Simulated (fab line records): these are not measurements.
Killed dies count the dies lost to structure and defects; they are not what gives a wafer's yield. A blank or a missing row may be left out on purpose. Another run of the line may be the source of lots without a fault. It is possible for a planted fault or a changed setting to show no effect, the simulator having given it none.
Struck lot and sound lot, side by side ; flow sfq-line ; 20 steps out of a route of 325
Sound: the wafers L705.1, L705.2, L705.3. Struck: wafer L700.1. (L700.5, L700.6 of the same lot were not struck and are left out.) The cause comes at the end.
For every step that has rows: the tool of each side, followed by ch and its chambers, followed by its first start. Under that, the readings that differ: sound wafers ; struck wafers ; difference of the means ; sigmas: that difference in standard deviations of wafers without a fault.
alike: words and numbers the same on both sides, and readings whose means are apart by under 2 such deviations; not compared: readings that were withheld, readings missing a value for some wafer, numbers with overlapping values and no deviation given by the record, and bounds like >300 which may hide the same value.
Wherever a step has rows on one side only, a row that says differs or no value, or a row with sigmas, the two part there. Non-overlapping numbers with no deviation appear without sigmas and do not part them. A reading that every wafer of one side lacks parts them only if that side has two wafers or more.

first, 2 steps without rows for these wafers: SFQ_TRILAYER_I2_VIA_LITHO_PEB_070 (peb time 60 s); SFQ_TRILAYER_I2_VIA_LITHO_DEVELOP_069 (time 60 s).
SFQ_I2_OVL_MEAS_918:
  sound on overlay-02 at day 49 01:37; struck on overlay-01 at day 45 20:41
  alike: I2_OVL
SFQ_TRILAYER_I2_VIA_BARC_OPEN_VIA_ETCH_096: etches BARC in O2, target depth 125 nm, time 41.7 s.
  sound on rie-diel-02 ch 0,1,3, day 49 01:39; struck on rie-diel-02 ch 1, day 45 20:43
  alike: drypump-motor-current-A, oes-product-au
  not compared: rf-hours-counter-h
SFQ_TRILAYER_I2_VIA_ETCH_VIA_ETCH_070: etches SiO2 in CHF3, stops on Nb, target depth 260 nm.
  sound on rie-diel-02 ch 0,1,3, day 49 01:41; struck on rie-diel-02 ch 1, day 45 20:46
  alike: drypump-motor-current-A, oes-product-au
SFQ_TRILAYER_I2_VIA_STRIP_STRIP_071: strips in O2.
  sound on rie-metal-04 ch 0,1, day 49 01:48; struck on rie-metal-02 ch 0, day 45 20:52
  alike: drypump-motor-current-A, oes-product-au
  not compared: rf-hours-counter-h
then, 3 steps without rows for these wafers: SFQ_TRILAYER_I2_VIA_STRIP_SOLV_CLEAN_072 (cleans in NMP, time 600 s); SFQ_TRILAYER_M3_DEP_PRE_CLEAN_074 (time 22.5 s); SFQ_TRILAYER_M3_DEP_SPUTTER_073 (material Nb, target thk 200 nm, time 133.3 s).
SFQ_M3_RS_MEAS_919: measurement is done with a four-point probe.
  sound on film-metro-01 at day 49 02:41; struck on film-metro-03 at day 45 21:56
reading;sound;struck;difference;sigmas
M3_NB_RS (ohm/sq);0.895 0.898 0.895;0.875;-0.021;-3
then, 1 step without rows for these wafers: SFQ_TRILAYER_M3_LITHO_COAT_080 (resist thk 62 nm).
SFQ_TRILAYER_M3_LITHO_COAT_075: resist thk 600 nm.
  sound on litho-track-04 ch 0, day 49 03:10; struck on litho-track-01 ch 0, day 45 22:25
reading;sound;struck;difference;sigmas
model.KrF_of_TRILAYER_M3_LITHO_COAT_075.thk-nm (nm);601 601.8 600.1;591.7;-9.3;
  alike: exhaust-pa, resist-line-temp-C
then, 4 steps without rows for these wafers: SFQ_TRILAYER_M3_LITHO_SOFTBAKE_079; SFQ_TRILAYER_M3_LITHO_EXPOSE_076 (exposes mask M3, target cd 500 nm); SFQ_TRILAYER_M3_LITHO_PEB_078 (peb time 60 s); SFQ_TRILAYER_M3_LITHO_DEVELOP_077 (time 60 s).
-- the record jumps here: 6 days lie between the struck wafers' starts before and after --
SFQ_M3_OVL_MEAS_921:
  sound on overlay-01 at day 54 22:30; struck on overlay-01 at day 52 02:06
reading;sound;struck;difference;sigmas
M3_OVL (nm);-5 -12 -7;3;+11;+2
SFQ_TRILAYER_M3_BARC_OPEN_METAL_ETCH_100: etches BARC in O2, target depth 125 nm, time 41.7 s.
  sound on rie-metal-04 ch 0,1, day 54 22:32; struck on rie-metal-01 ch 0, day 52 02:08
reading;sound;struck;difference;sigmas
drypump-motor-current-A (A);6.6 6.5 6.6;5.4;-1.2;-3
  alike: oes-product-au
  not compared: rf-hours-counter-h
SFQ_TRILAYER_M3_ETCH_METAL_ETCH_078: etches Nb in Cl2/Ar, stops on SiO2, target depth 240 nm, time 120 s.
  sound on rie-metal-04 ch 0,1, day 54 22:35; struck on rie-metal-01 ch 0, day 52 02:12
reading;sound;struck;difference;sigmas
drypump-motor-current-A (A);6.6 6.5 6.6;5.3;-1.3;-3
oes-product-au (a.u.);0.896 0.893 0.891;0.907;+0.014;+2
model.KrF_of_TRILAYER_M3_LITHO_COAT_075.thk-nm (nm);383 382.3 381.7;376.4;-5.9;
  not compared: rf-hours-counter-h
SFQ_TRILAYER_M3_STRIP_STRIP_079: strips in O2.
  sound on rie-metal-04 ch 0,1, day 54 22:43; struck on rie-metal-01 ch 0, day 52 02:19
reading;sound;struck;difference;sigmas
drypump-motor-current-A (A);6.6 6.5 6.6;5.4;-1.2;-3
  alike: oes-product-au
  not compared: rf-hours-counter-h

WHERE THEY PART
At SFQ_M3_RS_MEAS_919 first; at SFQ_TRILAYER_M3_STRIP_STRIP_079 last (within this record only).

WHY: what had been put in by the simulator
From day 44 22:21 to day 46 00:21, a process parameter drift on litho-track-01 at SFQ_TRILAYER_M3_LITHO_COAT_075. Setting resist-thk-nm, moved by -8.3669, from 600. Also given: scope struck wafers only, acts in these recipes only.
